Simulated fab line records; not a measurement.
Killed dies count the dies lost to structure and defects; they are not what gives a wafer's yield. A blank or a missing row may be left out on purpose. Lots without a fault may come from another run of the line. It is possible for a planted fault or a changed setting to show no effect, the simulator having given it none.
A single fault, viewed from 2 desks | flow gf180mcu | only its own numbers are on each desk; what lay behind them is given at the end

DESK OF THE TOOL OWNER: litho track-03
The tool's own readings at GF_DUAL_GATE_COAT_06 (resist thk 1000 nm): means of the sampled wafers that have a number, for each lot that ran on this tool. A lot is out of limits, marked OUT, if its mean lies more than 4 standard deviations from the usual mean; the brackets give that distance.
Columns: A = chill plate temp C at GF_DUAL_GATE_COAT_06, usual 23.02 C
lot  | first seen here | A
L585 | day 8 07:46     | 22.93
L588 | day 9 03:19     | 23.09
L593 | day 10 13:25    | 22.88
L596 | day 11 11:55    | 23.06
L598 | day 11 23:01    | 23.01
This desk's finding: nothing out of limits on any of the 5 lots.

METROLOGY DESK
What the gauges read for every lot (on any tool): the sampled wafers with a number, averaged. A lot is out of limits, marked OUT, if its mean lies more than 4 standard deviations from the usual mean; the brackets give that distance.
Columns: A = HV_LDD_OVL at GF_HV_LDD_OVL_MEAS_08, usual -0.5 nm
lot  | first seen here | A
L585 | day 10 07:36    | -0.7
L586 | day 10 14:20    | -0.9
L587 | day 10 17:50    | -0.2
L588 | day 11 05:47    | -0.6
L589 | day 11 14:53    | -1.3
L593 | day 12 19:33    | 0.0
L596 | day 13 20:51    | 0.7
L598 | day 14 07:00    | 0.6
L600 | day 14 21:11    | -2.0
L602 | day 15 10:41    | 1.4
L603 | day 15 22:23    | -1.3
L604 | day 16 07:47    | -0.6
L607 | day 17 02:32    | -1.0
This desk's finding: nothing out of limits on any of the 13 lots.

ALL TOGETHER
The tool owner's desk saw nothing out of limits.
At the metrology desk, nothing out of limits was observed.

WHAT THE SIMULATOR PUT IN
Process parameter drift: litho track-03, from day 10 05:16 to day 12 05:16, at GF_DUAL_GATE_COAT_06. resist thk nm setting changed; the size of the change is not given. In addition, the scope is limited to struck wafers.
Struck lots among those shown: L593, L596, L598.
